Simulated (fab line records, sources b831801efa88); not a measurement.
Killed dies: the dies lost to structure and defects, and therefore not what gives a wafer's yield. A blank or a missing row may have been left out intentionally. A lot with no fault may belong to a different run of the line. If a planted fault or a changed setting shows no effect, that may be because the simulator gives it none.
fab line records	flow sky130
record: lots: 24	wafers: 72	lastDay: 50
route steps=708 shown CONTACT@425 VIA1@481 METAL2@486 VIA2@531 CAPM@537 METAL3@567
lots with no fault: from the same line, run without faults
startH: hours from the record's opening day to when the first of the lot's shown wafers began	waitH: time in hours since the lot's previous step	" the same as in the row above	L1.1+2: a single row standing in for several wafers	- either no value or no given start	* or withheld: withheld	< > ~ a bound
route shown NAME@n: names a module that has steps shown in the file, with the first one's number in the route	usual: mean/standard deviation of fault-free wafers	same: alike in all rows	chamber/n: place in a boat	sites: readings site by site	_std_site: standard deviation across them	_edge_site: outer sites' mean less inner sites'	radiusMm: how far each site lies from the wafer's centre	mask NAME#n: copy n	behind: the tool/chamber that last shaped the wafer	hold: cause of the lot's hold/its duration in hours/its outcome	device: whichever transistor did not switch (one of n, p or np)	end of line: tests of these same wafers at the route's end	where a step has no rows: the recipe by itself	killed: dies lost to structure and defects at the first sort, not the wafer's yield	map: a wafer's dies, x killed, . not, _ none there
set.NAME: the setting as run; set.NAME@STEP: as run at that earlier step	model.NAME: the simulator's own value behind a step, which no gauge read
route steps across a sampled set of lots; one table per step, one row per wafer
services: from which hour (startH, from the record's first day; less than 0 if before it) a tool's chamber was out of use, for how many hours, and why
== steps ==
step: SKY_CONTACT_STRIP_19
recipe: chemistry: O2/N2	powerW: 1400	pressureMtorr: 1500	platenTempC: withheld	o2FlowSccm: 3000	n2FlowSccm: 300	overashFraction: 0.5
usual: drypumpMotorCurrentA: 6.1/0.33	oesProductAu: 0.381/0.0048	stripTimeToEndpointS: 3.629/0.023
lot.wafer	tool	chamber	startH	waitH	drypumpMotorCurrentA	oesProductAu	rfHoursCounterH	stripTimeToEndpointS
L074.1	plasmaAsher-03	0	732.16	-	5.9	0.375	30	3.650
L074.4	"	0	"	"	5.9	0.383	-	3.641
L074.5	"	0	"	"	5.9	0.378	-	3.644
L075.3	plasmaAsher-03	1	734.09	-	6.4	0.380	-	3.617
L075.4	"	0	"	"	6.0	0.375	-	3.628
L075.6	"	1	"	"	6.4	0.375	-	3.666
L076.1	plasmaAsher-04	0	746.69	-	5.6	0.381	61	3.627
L076.5	"	0	"	"	5.6	0.382	-	3.621
L076.6	"	1	"	"	6.0	0.384	-	3.625
L077.2	plasmaAsher-03	0	756.40	-	6.0	0.379	32	3.627
L077.3	"	1	"	"	6.4	0.385	-	3.640
L077.4	"	0	"	"	5.9	0.381	-	3.635
L078.2	plasmaAsher-03	0	757.36	-	6.0	0.378	33	3.644
L078.3	"	0	"	"	6.0	0.388	-	3.632
L078.5	"	0	"	"	5.9	0.378	-	3.601
L079.2	plasmaAsher-03	1	783.06	-	6.4	0.387	35	3.655
L079.3	"	1	"	"	6.4	0.384	-	3.644
L079.5	"	0	"	"	6.0	0.388	-	3.662
L080.2	plasmaAsher-02	0	789.01	-	6.6	0.376	4	3.632
L080.3	"	0	"	"	6.6	0.383	-	3.649
L080.6	"	1	"	"	6.4	0.382	-	3.663
L081.1	plasmaAsher-04	1	796.71	-	6.0	0.378	66	3.629
L081.5	"	0	"	"	5.6	0.383	-	3.609
L081.6	"	1	"	"	6.0	0.392	-	3.621
L082.2	plasmaAsher-03	0	801.96	-	5.9	0.377	37	3.631
L082.3	"	0	"	"	5.9	0.387	-	3.656
L082.5	"	1	"	"	6.4	0.385	-	3.649
L083.2	plasmaAsher-03	0	807.30	-	5.9	0.387	37	3.604
L083.4	"	0	"	"	5.9	0.376	-	3.603
L083.5	"	0	"	"	6.0	0.373	-	3.612
L084.1	plasmaAsher-03	1	824.20	-	6.4	0.375	39	3.629
L084.3	"	0	"	"	5.9	0.382	-	3.649
L084.5	"	0	"	"	5.9	0.386	-	3.634
L085.3	plasmaAsher-02	0	825.53	-	6.6	0.388	-	3.624
L085.5	"	1	"	"	6.5	0.372	-	3.640
L085.6	"	0	"	"	6.6	0.381	-	3.622
L086.1	plasmaAsher-02	1	836.09	-	6.4	0.382	9	3.634
L086.2	"	0	"	"	6.6	0.388	9	3.658
L086.4	"	0	"	"	6.6	0.378	-	3.660
L087.4	plasmaAsher-04	1	836.38	-	6.0	0.375	-	3.610
L087.5	"	0	"	"	5.5	0.381	-	3.644
L087.6	"	1	"	"	6.0	0.373	-	3.633
L088.1	plasmaAsher-03	1	846.49	-	6.4	0.375	41	3.624
L088.2	"	0	"	"	5.9	0.379	41	3.614
L088.3	"	0	"	"	5.9	0.371	-	3.604
L089.1	plasmaAsher-02	0	854.55	-	6.6	0.387	11	3.646
L089.3	"	0	"	"	6.6	0.379	-	3.643
L089.6	"	0	"	"	6.6	0.380	-	3.614
L090.2	plasmaAsher-03	0	860.77	-	6.0	0.386	43	3.609
L090.4	"	0	"	"	6.0	0.376	-	3.627
L090.5	"	1	"	"	6.4	0.378	-	3.615
L091.1	plasmaAsher-03	1	866.60	-	6.4	0.382	43	3.640
L091.3	"	1	"	"	6.4	0.382	-	3.636
L091.4	"	0	"	"	5.9	0.373	-	3.662
L092.3	plasmaAsher-03	0	875.14	-	5.9	0.384	-	3.639
L092.4	"	1	"	"	6.4	0.383	-	3.618
L092.6	"	1	"	"	6.4	0.379	-	3.642
L093.1	plasmaAsher-02	1	887.60	-	6.4	0.379	15	3.593
L093.2	"	0	"	"	6.6	0.374	15	3.579
L093.5	"	0	"	"	6.6	0.381	-	3.602
L094.4	plasmaAsher-04	1	891.63	-	5.9	0.389	-	3.635
L094.5	"	1	"	"	5.9	0.381	-	3.591
L094.6	"	0	"	"	5.6	0.382	-	3.648
L095.1	plasmaAsher-04	1	892.89	-	6.0	0.375	76	3.577
L095.3	"	1	"	"	6.0	0.381	-	3.618
L095.5	"	0	"	"	5.6	0.383	-	3.591
L096.2	plasmaAsher-04	0	898.40	-	5.5	0.374	77	3.599
L096.3	"	0	"	"	5.6	0.376	-	3.599
L096.6	"	1	"	"	5.9	0.371	-	3.590
L097.2	plasmaAsher-04	1	911.20	-	6.0	0.376	78	3.593
L097.3	"	1	"	"	6.1	0.378	-	3.587
L097.5	"	1	"	"	6.0	0.381	-	3.621
step: SKY_VIA1_THK_MEAS_23
recipe: thkMeasGauge: xrf	reads: W_of_VIA1_CVD_21
usual: VIA1_W_THK: 276/4.2
lot.wafer	tool	chamber	startH	waitH	VIA1_W_THK[nm]
L074.1	filmMetro-03	-	790.50	0.1	281
L074.4	"	-	"	"	277
L074.5	"	-	"	"	279
L075.3	filmMetro-03	-	792.72	0.1	275
L075.4	"	-	"	"	282
L075.6	"	-	"	"	284
L076.1	filmMetro-03	-	803.43	0.1	271
L076.5	"	-	"	"	277
L076.6	"	-	"	"	270
L077.2	filmMetro-02	-	813.01	0.1	278
L077.3	"	-	"	"	276
L077.4	"	-	"	"	281
L078.2	filmMetro-01	-	814.14	0.1	276
L078.3	"	-	"	"	273
L078.5	"	-	"	"	274
L079.2	filmMetro-01	-	838.50	0.1	280
L079.3	"	-	"	"	273
L079.5	"	-	"	"	278
L080.2	filmMetro-02	-	845.69	0.1	273
L080.3	"	-	"	"	279
L080.6	"	-	"	"	280
L082.2	filmMetro-03	-	858.46	0.1	273
L082.3	"	-	"	"	272
L082.5	"	-	"	"	273
L083.2	filmMetro-01	-	863.45	0.1	271
L083.4	"	-	"	"	277
L083.5	"	-	"	"	270
L084.1	filmMetro-01	-	880.50	0.1	277
L084.3	"	-	"	"	275
L084.5	"	-	"	"	270
L081.1	filmMetro-02	-	881.55	0.1	274
L081.5	"	-	"	"	280
L081.6	"	-	"	"	285
L085.3	filmMetro-01	-	881.76	0.1	274
L085.5	"	-	"	"	282
L085.6	"	-	"	"	272
L086.1	filmMetro-01	-	892.15	0.1	279
L086.2	"	-	"	"	275
L086.4	"	-	"	"	274
L087.4	filmMetro-01	-	892.69	0.1	274
L087.5	"	-	"	"	277
L087.6	"	-	"	"	275
L088.1	filmMetro-01	-	901.87	0.1	277
L088.2	"	-	"	"	278
L088.3	"	-	"	"	279
L089.1	filmMetro-03	-	911.38	0.1	280
L089.3	"	-	"	"	276
L089.6	"	-	"	"	276
L090.2	filmMetro-02	-	916.39	0.1	272
L090.4	"	-	"	"	270
L090.5	"	-	"	"	272
L091.1	filmMetro-01	-	921.24	0.1	282
L091.3	"	-	"	"	281
L091.4	"	-	"	"	272
L092.3	filmMetro-01	-	929.17	0.1	278
L092.4	"	-	"	"	271
L092.6	"	-	"	"	283
L093.1	filmMetro-01	-	943.59	0.1	276
L093.2	"	-	"	"	276
L093.5	"	-	"	"	275
L094.4	filmMetro-03	-	945.38	0.1	274
L094.5	"	-	"	"	270
L094.6	"	-	"	"	273
L095.1	filmMetro-02	-	946.45	0.1	272
L095.3	"	-	"	"	271
L095.5	"	-	"	"	272
L096.2	filmMetro-02	-	952.35	0.1	283
L096.3	"	-	"	"	273
L096.6	"	-	"	"	274
L097.2	filmMetro-02	-	964.47	0.1	279
L097.3	"	-	"	"	281
L097.5	"	-	"	"	272
step: SKY_METAL2_SPUTTER_03
recipe: material: Ti	targetThkNm: 5	powerW: 3000	timeS: 3.3	chamberPressurePa: 0.4
usual: throttleValvePct: 30.0/0.84
lot.wafer	tool	chamber	startH	waitH	throttleValvePct
L074.1	pvdSputter-04	-	790.93	0.0	29.8
L074.4	"	-	"	"	29.4
L074.5	"	-	"	"	29.7
L075.3	pvdSputter-04	-	793.13	0.0	29.4
L075.4	"	-	"	"	30.9
L075.6	"	-	"	"	31.0
L076.1	pvdSputter-04	-	803.86	0.0	30.9
L076.5	"	-	"	"	29.5
L076.6	"	-	"	"	30.8
L077.2	pvdSputter-01	-	813.43	0.0	30.3
L077.3	"	-	"	"	28.6
L077.4	"	-	"	"	31.0
L078.2	pvdSputter-03	-	814.56	0.0	30.5
L078.3	"	-	"	"	29.0
L078.5	"	-	"	"	30.3
L079.2	pvdSputter-01	-	838.92	0.0	28.7
L079.3	"	-	"	"	31.0
L079.5	"	-	"	"	28.5
L080.2	pvdSputter-01	-	846.12	0.0	31.0
L080.3	"	-	"	"	30.5
L080.6	"	-	"	"	28.4
L082.2	pvdSputter-04	-	858.88	0.0	29.4
L082.3	"	-	"	"	30.8
L082.5	"	-	"	"	29.7
L083.2	pvdSputter-03	-	863.87	0.0	30.0
L083.4	"	-	"	"	28.8
L083.5	"	-	"	"	30.5
L084.1	pvdSputter-04	-	880.97	0.0	29.5
L084.3	"	-	"	"	30.9
L084.5	"	-	"	"	30.7
L081.1	pvdSputter-01	-	882.23	0.0	31.0
L081.5	"	-	"	"	28.8
L081.6	"	-	"	"	31.0
L085.3	pvdSputter-03	-	882.53	0.0	30.7
L085.5	"	-	"	"	29.3
L085.6	"	-	"	"	30.4
L086.1	pvdSputter-01	-	892.59	0.0	30.5
L086.2	"	-	"	"	28.5
L086.4	"	-	"	"	28.4
L087.4	pvdSputter-03	-	893.10	0.0	29.6
L087.5	"	-	"	"	29.1
L087.6	"	-	"	"	29.6
L088.1	pvdSputter-04	-	902.66	0.0	30.8
L088.2	"	-	"	"	29.5
L088.3	"	-	"	"	31.1
L089.1	pvdSputter-03	-	911.93	0.0	30.3
L089.3	"	-	"	"	29.4
L089.6	"	-	"	"	30.1
L090.2	pvdSputter-03	-	918.56	0.0	30.2
L090.4	"	-	"	"	30.3
L090.5	"	-	"	"	30.3
L091.1	pvdSputter-03	-	921.67	0.0	30.2
L091.3	"	-	"	"	28.9
L091.4	"	-	"	"	30.5
L092.3	pvdSputter-01	-	929.59	0.0	30.6
L092.4	"	-	"	"	28.3
L092.6	"	-	"	"	31.1
L093.1	pvdSputter-03	-	944.03	0.0	28.9
L093.2	"	-	"	"	29.8
L093.5	"	-	"	"	30.2
L094.4	pvdSputter-01	-	945.78	0.0	28.5
L094.5	"	-	"	"	28.8
L094.6	"	-	"	"	30.3
L095.1	pvdSputter-04	-	946.88	0.0	29.2
L095.3	"	-	"	"	31.0
L095.5	"	-	"	"	29.3
L096.2	pvdSputter-01	-	953.16	0.0	30.4
L096.3	"	-	"	"	31.2
L096.6	"	-	"	"	30.4
L097.2	pvdSputter-03	-	965.16	0.0	30.2
L097.3	"	-	"	"	29.3
L097.5	"	-	"	"	30.5
step: SKY_VIA2_CMP_24
recipe: stopOn: SiO2	tOverpolishS: 20	downForcePsi: 3.5	platenRpm: 60	targetThkNm: 0	padVelocityMS: 0.94248
usual: headPressurePsi: 3.499/0.0074	motorCurrentA: 10.9/1.2	overpolishRunS: 19.999/0.0094	timeToEndpointS: 102/4.7
lot.wafer	tool	chamber	startH	waitH	headPressurePsi	motorCurrentA	overpolishRunS	timeToEndpointS
L074.4	cmp-02	0	846.76	0.1	3.507	10.6	19.991	103
L074.1	"	2	"	"	3.506	10.0	20.004	100
L074.5	"	3	"	"	3.496	8.9	20.000	108
L075.3	cmp-02	3	848.35	0.1	3.504	9.0	20.015	103
L075.4	"	0	"	"	3.499	10.9	20.005	97
L075.6	"	2	"	"	3.505	10.4	19.998	102
L076.1	cmp-01	1	859.18	0.1	3.509	10.1	20.001	103
L076.6	"	3	"	"	3.499	11.0	19.995	105
L076.5	"	0	"	"	3.500	9.8	20.009	109
L077.2	cmp-01	3	868.13	0.0	3.492	11.2	20.008	98
L077.4	"	1	"	"	3.499	10.1	19.993	96
L077.3	"	2	"	"	3.509	13.5	19.996	103
L078.2	cmp-01	1	870.11	0.1	3.505	10.1	19.980	101
L078.3	"	3	"	"	3.499	11.1	20.009	102
L078.5	"	0	"	"	3.493	10.0	19.999	105
L079.3	cmp-02	1	893.07	0.2	3.496	11.7	20.002	104
L079.2	"	3	"	"	3.497	9.3	19.993	108
L079.5	"	0	"	"	3.514	10.7	19.995	102
L080.3	cmp-02	3	900.89	0.0	3.495	9.6	19.999	103
L080.2	"	2	"	"	3.495	10.4	19.993	100
L080.6	"	0	"	"	3.499	10.0	20.014	101
L082.3	cmp-01	3	916.80	4.0	3.500	10.8	19.994	98
L082.2	"	0	"	"	3.496	10.2	19.990	102
L082.5	"	3	"	"	3.493	11.4	19.993	98
L083.2	cmp-01	1	918.59	0.0	3.511	9.8	20.002	96
L083.4	"	3	"	"	3.492	11.1	19.992	95
L083.5	"	1	"	"	3.493	9.8	19.996	97
L084.1	cmp-01	0	933.95	0.1	3.477	10.9	19.996	100
L084.3	"	1	"	"	3.504	9.9	20.020	97
L084.5	"	0	"	"	3.489	10.6	19.983	100
L081.1	cmp-01	1	934.83	0.1	3.501	10.1	19.997	98
L081.5	"	3	"	"	3.506	11.3	19.995	90
L081.6	"	0	"	"	3.509	10.3	19.991	102
L085.3	cmp-02	1	935.51	0.2	3.505	12.0	20.010	105
L085.5	"	2	"	"	3.496	10.8	19.997	103
L085.6	"	3	"	"	3.498	9.0	19.982	104
L086.1	cmp-02	3	945.27	0.1	3.483	9.6	19.998	109
L086.2	"	1	"	"	3.500	12.2	20.005	108
L086.4	"	2	"	"	3.507	10.7	20.001	102
L087.4	cmp-02	0	945.57	0.0	3.507	10.7	19.993	105
L087.6	"	0	"	"	3.501	10.9	20.017	109
L087.5	"	1	"	"	3.499	12.0	20.000	106
L088.3	cmp-02	1	954.66	0.1	3.482	11.9	20.003	105
L088.1	"	2	"	"	3.489	10.7	20.009	99
L088.2	"	3	"	"	3.501	9.9	19.997	107
L089.3	cmp-01	2	964.04	0.0	3.489	14.0	19.986	99
L089.1	"	0	"	"	3.500	10.5	19.995	104
L089.6	"	3	"	"	3.499	10.6	20.001	98
L090.4	cmp-02	2	970.34	0.1	3.498	11.1	20.010	104
L090.2	"	0	"	"	3.504	10.7	20.007	103
L090.5	"	2	"	"	3.504	10.6	19.999	105
L091.1	cmp-01	0	972.20	0.1	3.511	10.5	19.996	106
L091.4	"	2	"	"	3.509	13.5	20.002	102
L091.3	"	3	"	"	3.500	11.1	20.010	101
L092.3	cmp-01	2	980.89	0.0	3.504	13.8	19.996	97
L092.4	"	1	"	"	3.500	10.0	19.998	98
L092.6	"	3	"	"	3.496	11.1	19.984	95
L093.2	cmp-01	3	994.84	0.1	3.500	11.3	19.992	99
L093.1	"	0	"	"	3.501	9.9	19.999	99
L093.5	"	1	"	"	3.507	9.6	19.996	95
L094.4	cmp-01	3	996.41	0.1	3.493	11.6	19.991	101
L094.5	"	3	"	"	3.498	10.9	20.005	99
L094.6	"	0	"	"	3.501	10.0	20.012	107
L095.1	cmp-02	3	998.00	0.1	3.480	9.4	19.998	112
L095.3	"	0	"	"	3.491	10.2	20.003	108
L095.5	"	3	"	"	3.500	9.4	20.007	110
L096.3	cmp-01	0	1002.58	0.0	3.499	10.4	20.008	105
L096.2	"	3	"	"	3.497	11.5	19.993	101
L096.6	"	0	"	"	3.502	10.0	20.002	102
L097.2	cmp-02	1	1014.85	0.0	3.495	12.9	19.988	113
L097.3	"	3	"	"	3.503	9.6	19.991	107
L097.5	"	1	"	"	3.492	13.1	20.006	113
step: SKY_CAPM_CVD_00
recipe: material: SiO2	targetThkNm: 15.5	tempC: 400	timeS: withheld	rfW: 450
usual: heaterPowerW: 693/62
lot.wafer	tool	chamber	startH	waitH	heaterPowerW
L074.1	pecvd-04	1	847.17	0.0	744
L074.4	"	2	"	"	697
L074.5	"	1	"	"	744
L075.3	pecvd-03	1	848.71	0.0	625
L075.4	"	2	"	"	604
L075.6	"	0	"	"	684
L076.1	pecvd-01	0	859.53	0.0	721
L076.5	"	2	"	"	776
L076.6	"	0	"	"	722
L077.2	pecvd-04	0	868.58	0.0	694
L077.3	"	1	"	"	734
L077.4	"	0	"	"	682
L078.2	pecvd-03	2	870.51	0.0	679
L078.3	"	0	"	"	724
L078.5	"	2	"	"	680
L079.2	pecvd-03	0	893.48	0.0	692
L079.3	"	1	"	"	675
L079.5	"	2	"	"	612
L080.2	pecvd-01	2	901.34	0.0	720
L080.3	"	1	"	"	669
L080.6	"	2	"	"	716
L082.2	pecvd-01	2	917.21	0.0	690
L082.3	"	0	"	"	810
L082.5	"	2	"	"	684
L083.2	pecvd-03	2	919.05	0.0	679
L083.4	"	2	"	"	698
L083.5	"	1	"	"	702
L084.1	pecvd-03	1	934.35	0.0	725
L084.3	"	2	"	"	606
L084.5	"	1	"	"	732
L081.1	pecvd-01	2	935.18	0.0	642
L081.5	"	0	"	"	796
L081.6	"	1	"	"	718
L085.3	pecvd-03	1	935.82	0.0	662
L085.5	"	2	"	"	545
L085.6	"	0	"	"	733
L086.1	pecvd-04	2	945.72	0.0	682
L086.2	"	0	"	"	666
L086.4	"	0	"	"	670
L087.4	pecvd-01	1	946.03	0.0	753
L087.5	"	0	"	"	789
L087.6	"	2	"	"	636
L088.1	pecvd-04	1	955.07	0.0	726
L088.2	"	0	"	"	631
L088.3	"	2	"	"	570
L089.1	pecvd-03	0	964.50	0.0	643
L089.3	"	2	"	"	597
L089.6	"	0	"	"	632
L090.2	pecvd-03	0	970.74	0.0	698
L090.4	"	0	"	"	737
L090.5	"	2	"	"	600
L091.1	pecvd-01	2	972.65	0.0	765
L091.3	"	1	"	"	704
L091.4	"	2	"	"	777
L092.3	pecvd-03	2	981.34	0.0	616
L092.4	"	2	"	"	608
L092.6	"	0	"	"	698
L093.1	pecvd-01	1	995.19	0.0	739
L093.2	"	0	"	"	713
L093.5	"	0	"	"	718
L094.4	pecvd-03	2	996.87	0.0	585
L094.5	"	0	"	"	779
L094.6	"	2	"	"	561
L095.1	pecvd-01	2	998.41	0.0	760
L095.3	"	0	"	"	713
L095.5	"	2	"	"	756
L096.2	pecvd-03	0	1003.04	0.0	759
L096.3	"	2	"	"	688
L096.6	"	1	"	"	651
L097.2	pecvd-04	1	1015.30	0.0	727
L097.3	"	2	"	"	659
L097.5	"	1	"	"	713
step: SKY_METAL3_ETCH_17
recipe: target: SiO2	stopOn: TiN	chemistry: C4F8/O2/Ar	sourceW: 1500	biasW: 1200	pressureMtorr: 40	c4f8FlowSccm: withheld	O2_flow_sccm: 6	Ar_flow_sccm: 300	timeS: 3.9	targetDepthA: 150
usual: biasW: 1200/3.7	oesProductAu: 0.753/0.0072
lot.wafer	tool	chamber	startH	waitH	biasW	oesProductAu	rfHoursCounterH
L074.1	rieDiel-02	2	899.82	0.1	1195	0.745	22
L074.4	"	1	"	"	1197	0.750	22
L074.5	"	0	"	"	1200	0.749	-
L075.3	rieDiel-02	0	900.66	0.0	1203	0.754	19
L075.4	"	3	"	"	1195	0.757	1
L075.6	"	0	"	"	1202	0.756	-
L076.1	rieDiel-04	3	912.18	0.1	1192	0.760	22
L076.5	"	2	"	"	1198	0.756	-
L076.6	"	3	"	"	1198	0.756	-
L077.2	rieDiel-04	1	920.46	0.1	1206	0.754	20
L077.3	"	0	"	"	1201	0.746	9
L077.4	"	0	"	"	1201	0.755	-
L078.2	rieDiel-02	1	922.34	0.1	1191	0.742	23
L078.3	"	0	"	"	1198	0.745	19
L078.5	"	2	"	"	1197	0.746	-
L079.2	rieDiel-02	0	945.02	0.1	1199	0.746	20
L079.3	"	1	"	"	1198	0.760	23
L079.5	"	2	"	"	1198	0.752	-
L080.2	rieDiel-04	1	951.12	0.1	1209	0.752	21
L080.3	"	0	"	"	1202	0.762	10
L080.6	"	1	"	"	1205	0.759	-
L082.2	rieDiel-02	1	965.62	0.1	1201	0.754	24
L082.3	"	2	"	"	1207	0.743	24
L082.5	"	2	"	"	1196	0.763	-
L083.2	rieDiel-03	2	968.84	0.1	1196	0.755	0
L083.4	"	3	"	"	1200	0.756	23
L083.5	"	2	"	"	1204	0.755	-
L084.1	rieDiel-03	0	983.49	0.1	1195	0.752	14
L084.3	"	3	"	"	1202	0.746	24
L084.5	"	0	"	"	1190	0.752	-
L081.1	rieDiel-02	1	984.61	0.1	1196	0.754	24
L081.5	"	3	"	"	1203	0.766	-
L081.6	"	0	"	"	1202	0.763	-
L085.3	rieDiel-02	3	986.36	0.0	1197	0.747	3
L085.5	"	3	"	"	1202	0.752	-
L085.6	"	0	"	"	1201	0.752	-
L086.1	rieDiel-03	2	993.84	0.1	1195	0.740	1
L086.2	"	3	"	"	1198	0.748	24
L086.4	"	1	"	"	1204	0.736	31
L087.4	rieDiel-02	1	994.49	0.0	1204	0.758	25
L087.5	"	2	"	"	1198	0.770	-
L087.6	"	3	"	"	1201	0.766	-
L088.1	rieDiel-02	2	1003.22	0.1	1196	0.754	25
L088.2	"	0	"	"	1199	0.745	22
L088.3	"	1	"	"	1201	0.756	25
L089.1	rieDiel-04	0	1011.84	0.1	1198	0.755	12
L089.3	"	2	"	"	1203	0.746	11
L089.6	"	0	"	"	1203	0.755	-
L090.2	rieDiel-04	1	1018.96	0.1	1201	0.738	1
L090.4	"	3	"	"	1204	0.749	2
L090.5	"	2	"	"	1195	0.757	-
L091.1	rieDiel-03	1	1020.72	0.1	1203	0.759	32
L091.3	"	3	"	"	1199	0.760	25
L091.4	"	2	"	"	1203	0.758	2
L092.3	rieDiel-02	2	1028.71	0.0	1203	0.763	26
L092.4	"	2	"	"	1204	0.767	-
L092.6	"	0	"	"	1197	0.754	-
L093.1	rieDiel-02	0	1041.34	0.1	1203	0.763	23
L093.2	"	3	"	"	1200	0.762	5
L093.5	"	3	"	"	1196	0.764	-
L094.4	rieDiel-02	3	1042.27	0.0	1197	0.758	-
L094.5	"	0	"	"	1204	0.751	-
L094.6	"	2	"	"	1197	0.750	-
L095.1	rieDiel-02	0	1044.52	0.1	1201	0.760	23
L095.3	"	1	"	"	1204	0.746	0
L095.5	"	1	"	"	1202	0.767	-
L096.2	rieDiel-02	0	1047.71	0.1	1197	0.740	23
L096.3	"	1	"	"	1200	0.756	0
L096.6	"	3	"	"	1201	0.757	-
L097.2	rieDiel-02	2	1060.09	0.1	1203	0.748	0
L097.3	"	3	"	"	1201	0.745	5
L097.5	"	1	"	"	1202	0.756	-
== services ==
tool	chamber	startH	hours	kind
cmp-02	-	719.21	0.6	repair
cmp-02	-	744.00	4.0	pm
pecvd-03	-	759.57	3.3	repair
cmp-02	-	769.86	2.8	repair
rieDiel-02	3	806.79	18.7	repair
rieDiel-02	-	812.75	14.6	pm
plasmaAsher-03	-	819.56	1.3	repair
cmp-02	-	862.43	21.5	repair
cmp-01	-	883.16	2.1	repair
cmp-02	-	894.13	1.2	repair
cmp-01	-	900.75	5.7	repair
cmp-02	-	905.50	1.2	repair
cmp-02	-	910.89	6.7	repair
cmp-01	-	912.45	4.0	pm
pecvd-03	-	919.30	5.5	pm
cmp-01	-	920.24	1.6	repair
rieDiel-02	3	941.93	10.3	repair
cmp-01	-	952.05	1.2	repair
cmp-01	-	989.18	4.0	pm
pecvd-03	-	989.27	2.8	pm
pecvd-03	1	992.18	4.8	repair
cmp-02	-	1011.06	0.4	repair
cmp-01	-	1016.69	4.2	pm
cmp-02	-	1058.99	6.0	pm
== key ==
fault none
